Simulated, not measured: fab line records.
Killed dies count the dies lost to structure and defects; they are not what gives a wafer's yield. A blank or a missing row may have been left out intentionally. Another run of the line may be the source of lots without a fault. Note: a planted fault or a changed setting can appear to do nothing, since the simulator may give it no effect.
fab line records	flow gf180mcu
[record] lots = 5	wafers = 15	last_day = 32
route steps=602 shown MVSD@68 MVPSD@78 PASSIVATION@602
lots that met no fault: from a run of the same line without faults
start_h: hours from the record's opening day to when the first of the lot's shown wafers began	wait_h: how many hours have passed since the lot's step before this one	" the same as in the row above	L1.1+2: a row that stands for several wafers	- no value, or no start given	* or withheld: withheld	< > ~ a bound
route shown NAME@n: a module of which the file shows steps, and the number in the route of the first	usual: mean and standard deviation over wafers with no fault	same: alike in all rows	chamber/n: place in a boat	sites: readings site by site	_std_site: standard deviation across them	_edge_site: inner sites' mean taken away from outer sites' mean	radius_mm: how far each site lies from the wafer's centre	mask NAME#n: copy n	behind: tool/chamber where the wafer was last shaped	hold: why the lot went on hold/how many hours it stayed there/how the hold came to an end	device: names the non-switching transistor (n, p or np)	end of line: the route-end tests of the same wafers	a step given without rows: its recipe and nothing more	killed: at the first sort, the dies lost to defects and structure; wafer yield is something else	map: the dies of a wafer, with x for killed, . for not killed, _ for no die there
set.NAME: setting as actually run; set.NAME@STEP: the setting as run at that earlier step	model.NAME: the simulator's own value behind a step, which no gauge read
lots seen at some steps along the route; tables by step, rows by wafer
services: the hour from which a tool's chamber was out of use, counted from the record's first day as start_h (under 0 if before that day), plus the number of hours and why
[[steps]]
[step GF_MVSD_COAT_02]
[recipe] spin_rpm = 2000	resist_thk_nm = 3000
[step GF_MVSD_SOFTBAKE_03]
[recipe] temp_c = 110	time_s = withheld
[step GF_MVSD_EXPOSE_04]
[recipe] mask_id = MVSD	target_cd_nm = 1000	na = 0.6	source_shape = conventional	sigma_outer = 0.6	dose_mj = 260
[step GF_MVSD_PEB_05]
[recipe] temp_c = 115	time_s = withheld
[step GF_MVSD_DEVELOP_06]
[recipe] wall_angle_deg = 90	develop_time_s = 60	dev_temp_c = 23
[step GF_MVSD_OVL_MEAS_07]
[usual] MVSD_OVL = 0.0/1.4
lot.wafer	tool	chamber	start_h	wait_h	MVSD_OVL[nm]
L119.1	overlay-02	-	81.45	-	0.8
L119.3	"	-	"	"	2.4
L119.6	"	-	"	"	0.2
L125.1	overlay-01	-	143.95	-	2.0
L125.2	"	-	"	"	-0.3
L125.6	"	-	"	"	0.3
L128.3	overlay-02	-	144.59	-	0.2
L128.4	"	-	"	"	0.4
L128.5	"	-	"	"	1.7
L129.1	overlay-01	-	148.13	-	-3.4
L129.3	"	-	"	"	0.6
L129.5	"	-	"	"	-1.8
L130.3	overlay-01	-	153.75	-	-1.1
L130.4	"	-	"	"	0.7
L130.6	"	-	"	"	0.0
[step GF_MVSD_IMPLANT_08]
[recipe] species = P	energy_kev = 400	dose_cm2 = 1.6e+13	tilt_deg = 0
[step GF_MVSD_IMPLANT_09]
[recipe] species = P	energy_kev = 100	dose_cm2 = 5e+12	tilt_deg = 0
[step GF_MVSD_STRIP_10]
[recipe] chemistry = O2/N2	power_w = 1400	pressure_mtorr = 1500	platen_temp_c = 250	o2_flow_sccm = 3000	n2_flow_sccm = 300	overash_fraction = 0.5
[usual] drypump_motor_current_A = 5.56/0.29	heater_power_w = 313/42	n2_flow_sccm = 300.0/0.84	oes_product_au = 0.722/0.0045	platen_temp_c = 250.00/0.16	strip_time_to_endpoint_s = 36.98/0.093
[same] overash_fraction = 0.5
lot.wafer	tool	chamber	start_h	wait_h	drypump_motor_current_A	heater_power_w	n2_flow_sccm	oes_product_au	platen_temp_c	rf_hours_counter_h	strip_time_to_endpoint_s
L119.1	plasma_asher-01	1	81.79	0.1	6.04	284	299.3	0.721	250.14	43	36.93
L119.3	"	0	"	"	5.37	335	302.2	0.720	250.01	-	37.00
L119.6	"	1	"	"	6.03	292	300.1	0.729	250.21	-	36.98
L125.1	plasma_asher-01	1	144.29	0.1	6.02	301	300.3	0.724	249.87	3	36.99
L125.2	"	0	"	"	5.38	343	299.4	0.729	250.15	3	37.11
L125.6	"	0	"	"	5.37	347	301.4	0.717	249.87	-	37.06
L128.3	plasma_asher-01	1	144.94	0.1	6.03	300	300.1	0.713	249.75	-	37.24
L128.4	"	0	"	"	5.36	341	300.4	0.717	250.24	-	37.01
L128.5	"	0	"	"	5.36	348	300.6	0.720	249.78	-	37.07
L129.1	plasma_asher-01	1	148.46	0.1	6.02	297	299.4	0.720	249.78	3	36.91
L129.3	"	1	"	"	6.02	303	299.3	0.719	250.06	-	36.94
L129.5	"	1	"	"	6.00	300	300.2	0.728	249.90	-	37.10
L130.3	plasma_asher-03	0	154.11	0.1	5.79	255	301.0	0.724	250.09	-	36.96
L130.4	"	1	"	"	5.34	257	300.7	0.726	250.15	-	36.97
L130.6	"	0	"	"	5.82	265	301.6	0.721	249.84	-	36.80
[step GF_MVSD_TW_MEAS_11]
[usual] MVSD_TW = 1577/16
lot.wafer	tool	chamber	start_h	wait_h	MVSD_TW
L119.1	film_metro-02	-	81.89	0.1	1568
L119.3	"	-	"	"	1549
L119.6	"	-	"	"	1565
L125.1	film_metro-03	-	144.39	0.1	1592
L125.2	"	-	"	"	1590
L125.6	"	-	"	"	1582
L128.3	film_metro-04	-	145.03	0.1	1589
L128.4	"	-	"	"	1582
L128.5	"	-	"	"	1584
L129.1	film_metro-04	-	148.56	0.1	1583
L129.3	"	-	"	"	1580
L129.5	"	-	"	"	1583
L130.3	film_metro-04	-	154.20	0.1	1584
L130.4	"	-	"	"	1589
L130.6	"	-	"	"	1587
[step GF_MVPSD_DEHYDRATE_00]
[recipe] temp_c = 200	time_s = 60
[step GF_MVPSD_HMDS_01]
[recipe] prime_time_s = 60	prime_temp_c = 120
[step GF_MVPSD_COAT_02]
[recipe] spin_rpm = 2000	resist_thk_nm = 3000
[usual] resist_line_temp_C = 23.02/0.099
lot.wafer	tool	chamber	start_h	wait_h	resist_line_temp_C	model.coat_of_MVPSD_COAT_02.thk_nm
L119.1	litho_track-02	0	88.50	0.1	22.84	2994
L119.3	"	0	"	"	22.92	2996
L119.6	"	0	"	"	23.03	2988
L125.1	litho_track-03	0	152.04	0.1	23.14	3004
L125.2	"	0	"	"	23.18	2998
L125.6	"	0	"	"	23.15	2999
L128.3	litho_track-03	0	152.74	0.1	23.10	3001
L128.4	"	0	"	"	23.10	3003
L128.5	"	0	"	"	22.78	2997
L129.1	litho_track-02	0	155.95	0.1	22.87	2986
L129.3	"	0	"	"	23.08	2990
L129.5	"	0	"	"	22.89	1554
L130.3	litho_track-04	0	161.59	0.1	23.13	3005
L130.4	"	0	"	"	22.92	3002
L130.6	"	0	"	"	22.94	2995
[step GF_MVPSD_SOFTBAKE_03]
[recipe] temp_c = 110	time_s = withheld
[step GF_MVPSD_EXPOSE_04]
[recipe] mask_id = MVPSD	target_cd_nm = 1000	na = 0.6	source_shape = conventional	sigma_outer = 0.6	dose_mj = 260
[step GF_MVPSD_PEB_05]
[recipe] temp_c = 115	time_s = withheld
[step GF_MVPSD_DEVELOP_06]
[recipe] wall_angle_deg = 90	develop_time_s = 60	dev_temp_c = 23
[usual] resist_line_temp_C = 23.00/0.11
lot.wafer	tool	chamber	start_h	wait_h	resist_line_temp_C	model.coat_of_MVPSD_COAT_02.thk_nm
L119.1	litho_track-02	0	-	-	22.97	2993
L119.3	"	0	"	"	23.06	2995
L119.6	"	0	"	"	23.08	2987
L125.1	litho_track-02	0	-	-	23.13	3002
L125.2	"	0	"	"	23.16	2997
L125.6	"	0	"	"	23.06	2998
L128.3	litho_track-03	0	-	-	23.05	3000
L128.4	"	0	"	"	23.20	3002
L128.5	"	0	"	"	23.02	2996
L129.1	litho_track-02	0	-	-	22.88	2984
L129.3	"	0	"	"	22.84	2989
L129.5	"	0	"	"	22.77	1553
L130.3	litho_track-03	0	-	-	22.99	3004
L130.4	"	0	"	"	22.87	3001
L130.6	"	0	"	"	22.94	2993
[step GF_MVPSD_OVL_MEAS_07]
[usual] MVPSD_OVL = 1.0/1.3
lot.wafer	tool	chamber	start_h	wait_h	MVPSD_OVL[nm]
L119.1	overlay-01	-	95.70	-	1.6
L119.3	"	-	"	"	0.5
L119.6	"	-	"	"	0.7
L125.1	overlay-02	-	160.05	-	0.9
L125.2	"	-	"	"	2.2
L125.6	"	-	"	"	1.6
L128.3	overlay-02	-	160.70	-	0.5
L128.4	"	-	"	"	1.6
L128.5	"	-	"	"	-0.5
L129.1	overlay-01	-	163.55	-	-0.3
L129.3	"	-	"	"	-1.7
L129.5	"	-	"	"	-0.7
L130.3	overlay-01	-	169.85	-	-1.4
L130.4	"	-	"	"	-1.1
L130.6	"	-	"	"	0.3
[step GF_MVPSD_IMPLANT_08]
[recipe] species = B	energy_kev = 170	dose_cm2 = 1.5e+13	tilt_deg = 0
[step GF_MVPSD_IMPLANT_09]
[recipe] species = B	energy_kev = 40	dose_cm2 = 5e+12	tilt_deg = 0
[step GF_MVPSD_STRIP_10]
[recipe] chemistry = O2/N2	power_w = 1400	pressure_mtorr = 1500	platen_temp_c = 250	o2_flow_sccm = 3000	n2_flow_sccm = 300	overash_fraction = 0.5
[usual] drypump_motor_current_A = 5.7/0.32	heater_power_w = 313/40	n2_flow_sccm = 300.1/0.86	oes_product_au = 0.722/0.0049	platen_temp_c = 250.02/0.17	strip_time_to_endpoint_s = 36.99/0.11
[same] overash_fraction = 0.5
lot.wafer	tool	chamber	start_h	wait_h	drypump_motor_current_A	heater_power_w	n2_flow_sccm	oes_product_au	platen_temp_c	rf_hours_counter_h	strip_time_to_endpoint_s
L119.1	plasma_asher-02	1	96.04	0.1	6.2	328	300.7	0.718	250.27	52	36.86
L119.3	"	0	"	"	5.9	312	299.7	0.722	250.16	-	36.91
L119.6	"	1	"	"	6.1	334	300.3	0.724	250.32	-	36.81
L125.1	plasma_asher-03	0	160.39	0.1	5.8	255	301.6	0.726	249.89	25	36.99
L125.2	"	1	"	"	5.4	256	301.6	0.711	250.16	25	36.93
L125.6	"	0	"	"	5.8	261	299.7	0.716	250.17	-	36.95
L128.3	plasma_asher-03	1	161.06	0.1	5.4	253	299.8	0.718	249.84	-	36.97
L128.4	"	0	"	"	5.8	268	299.7	0.725	249.83	-	36.98
L128.5	"	1	"	"	5.4	256	300.2	0.726	249.88	-	36.93
L129.1	plasma_asher-03	0	163.89	0.1	5.8	260	299.7	0.719	250.01	26	36.78
L129.3	"	0	"	"	5.8	257	300.2	0.722	249.94	-	36.83
L129.5	"	1	"	"	5.4	257	300.7	0.718	250.00	-	20.10
L130.3	plasma_asher-02	1	170.21	0.1	6.1	334	299.5	0.727	250.01	-	37.01
L130.4	"	0	"	"	5.9	309	300.6	0.730	249.95	-	36.96
L130.6	"	1	"	"	6.1	337	299.8	0.727	249.97	-	36.90
[step GF_MVPSD_TW_MEAS_11]
[usual] MVPSD_TW = 554/5.2
lot.wafer	tool	chamber	start_h	wait_h	MVPSD_TW
L119.1	film_metro-03	-	96.14	0.1	557
L119.3	"	-	"	"	560
L119.6	"	-	"	"	558
L125.1	film_metro-03	-	160.49	0.1	559
L125.2	"	-	"	"	561
L125.6	"	-	"	"	554
L128.3	film_metro-04	-	161.15	0.1	555
L128.4	"	-	"	"	557
L128.5	"	-	"	"	556
L129.1	film_metro-04	-	163.99	0.1	553
L129.3	"	-	"	"	556
L129.5	"	-	"	"	556
L130.3	film_metro-04	-	170.30	0.1	557
L130.4	"	-	"	"	558
L130.6	"	-	"	"	558
[step GF_PASSIVATION_PROBE_99]
lot.wafer	tool	chamber	start_h	wait_h	model.etest.ldpmos_10p0.r_on_ohm_um	model.etest.ldpmos_10p0.drive_ua_um
L119.1	prober-02	-	675.40	0.1	1.114e+04	262.1
L119.3	prober-02	-	675.50	0.2	1.099e+04	267
L119.6	prober-02	-	675.65	0.2	1.105e+04	263.6
L125.1	prober-02	-	744.09	0.1	1.102e+04	261
L125.2	prober-02	-	744.14	0.1	1.114e+04	256.5
L125.6	prober-02	-	744.34	0.2	1.116e+04	260.8
L128.3	prober-01	-	749.05	0.2	1.103e+04	264
L128.4	prober-01	-	749.10	0.2	1.102e+04	268.9
L128.5	prober-01	-	749.15	0.2	1.11e+04	265.6
L129.1	prober-02	-	750.25	0.1	1.127e+04	250.6
L129.3	prober-02	-	750.35	0.2	1.122e+04	251.2
L129.5	prober-02	-	750.45	0.2	1.089e+04	263.9
L130.3	prober-01	-	759.68	0.2	1.112e+04	260.9
L130.4	prober-01	-	759.73	0.2	1.127e+04	260.1
L130.6	prober-01	-	759.83	0.2	1.123e+04	260.1
// killed by level:class
L119.1 STI:geometric_particle:short=3 CONTACT:geometric_particle:short=3 V1:geometric_particle:short=3 M2:geometric_particle:short=3 V2:geometric_particle:open=3 V4:geometric_particle:short=3 POLY_GATE:geometric_particle:short=2 CONTACT:geometric_particle:open=2
L119.3 V1:geometric_particle:short=3 V1:geometric_particle:open=3 V2:geometric_particle:open=3 V4:geometric_particle:open=3 V5:geometric_particle:short=3 V5:geometric_particle:open=3 STI:geometric_particle:open=2 POLY_GATE:geometric_particle:short=2
L119.6 CONTACT:geometric_particle:short=4 CONTACT:geometric_particle:open=3 V1:geometric_particle:short=3 V1:geometric_particle:open=3 V3:geometric_particle:open=3 STI:geometric_particle:open=2 M1:geometric_particle:open=2 V2:geometric_particle:short=2
L125.1 V4:geometric_particle:open=7 V5:geometric_particle:open=6 CONTACT:geometric_particle:open=5 POLY_GATE:geometric_particle:open=3 V2:geometric_particle:short=3 V2:geometric_particle:open=3 M3:geometric_particle:short=3 V3:geometric_particle:open=3
L125.2 V4:geometric_particle:open=10 V5:geometric_particle:short=5 V4:geometric_particle:short=4 STI:geometric_particle:short=4 V2:geometric_particle:short=4 V2:geometric_particle:open=4 V1:geometric_particle:open=3 V3:geometric_particle:open=3
L125.6 V4:geometric_particle:open=6 CONTACT:geometric_particle:open=5 STI:geometric_particle:open=4 V1:geometric_particle:open=4 V2:geometric_particle:open=4 V5:geometric_particle:open=4 POLY_GATE:geometric_particle:open=2 M3:geometric_particle:short=2
L128.3 V2:geometric_particle:open=8 V4:geometric_particle:open=6 POLY_GATE:geometric_particle:short=4 STI:geometric_particle:short=2 STI:geometric_particle:open=2 CONTACT:geometric_particle:open=2 V3:geometric_particle:short=2 V3:geometric_particle:open=2
L128.4 V2:geometric_particle:open=5 V3:geometric_particle:open=5 M1:geometric_particle:short=3 M4:geometric_particle:short=3 V1:geometric_particle:open=3 V3:geometric_particle:short=3 V5:geometric_particle:short=3 STI:geometric_particle:short=2
L128.5 V1:geometric_particle:open=7 V5:geometric_particle:open=6 V5:geometric_particle:short=4 STI:geometric_particle:short=3 CONTACT:geometric_particle:open=3 V2:geometric_particle:open=3 V3:geometric_particle:open=3 M1:geometric_particle:short=2
L130.3 STI:geometric_particle:open=5 V5:geometric_particle:open=5 SALICIDE:geometric_particle:short=4 V3:geometric_particle:open=4 V2:geometric_particle:open=3 V1:geometric_particle:short=3 V1:geometric_particle:open=3 V3:geometric_particle:short=2
L130.4 V5:geometric_particle:open=7 CONTACT:geometric_particle:open=6 V2:geometric_particle:open=5 V4:geometric_particle:open=5 V1:geometric_particle:open=4 V3:geometric_particle:open=4 CONTACT:geometric_particle:short=3 V1:geometric_particle:short=2
L130.6 V1:geometric_particle:open=8 V5:geometric_particle:open=8 V3:geometric_particle:open=5 V4:geometric_particle:open=4 STI:geometric_particle:open=3 CONTACT:geometric_particle:open=3 CONTACT:geometric_particle:short=3 V2:geometric_particle:open=3
[[services]]
tool	chamber	start_h	hours	kind
plasma_asher-01	-	108.75	9.0	pm
plasma_asher-01	0	108.75	9.0	vent_cycle
plasma_asher-01	1	108.75	9.0	vent_cycle
plasma_asher-01	0	117.75	-	clean
plasma_asher-01	1	117.75	-	clean
[[key]]
[first_sign] step = GF_MVPSD_STRIP_10	reading = strip_time_to_endpoint_s	direction = down	sigmas = 99+	usual = *	struck = *
effect none on later readings
[model_effect] step = GF_MVPSD_COAT_02	value = coat_of_MVPSD_COAT_02.thk_nm	without = 2984	struck = 1554
[model_effect] step = GF_MVPSD_DEVELOP_06	value = coat_of_MVPSD_COAT_02.thk_nm	without = 2983	struck = 1553
[model_effect] step = GF_PASSIVATION_PROBE_99	value = etest.ldpmos_10p0.r_on_ohm_um	without = 1.129e+04	struck = 1.089e+04
met_at GF_MVPSD_COAT_02
struck_wafers L129.5
sort_left_out L129.5
tester_left_out L129
onset_between 88.50 155.95
[fault] kind = process_parameter_drift	tool = litho_track-02	chamber = -	onset_h = 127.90	steps = GF_MVPSD_COAT_02	channel = resist_thk_nm	offset = *	shape = step	end_h = 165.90	scope = struck_wafers_only	acts_in = *	stated = *
// tester_left_out: of these lots the tester's yield and bins aren't shown, on N5 and GAA mostly nor the transistor test; their killed dies are dies lost to structure and defects alone, not to doping, threshold or leakage, so they don't give the yield
// sort_left_out: the simulated sort isn't trusted on such a fault, so these wafers' sort isn't shown, and their yield isn't known
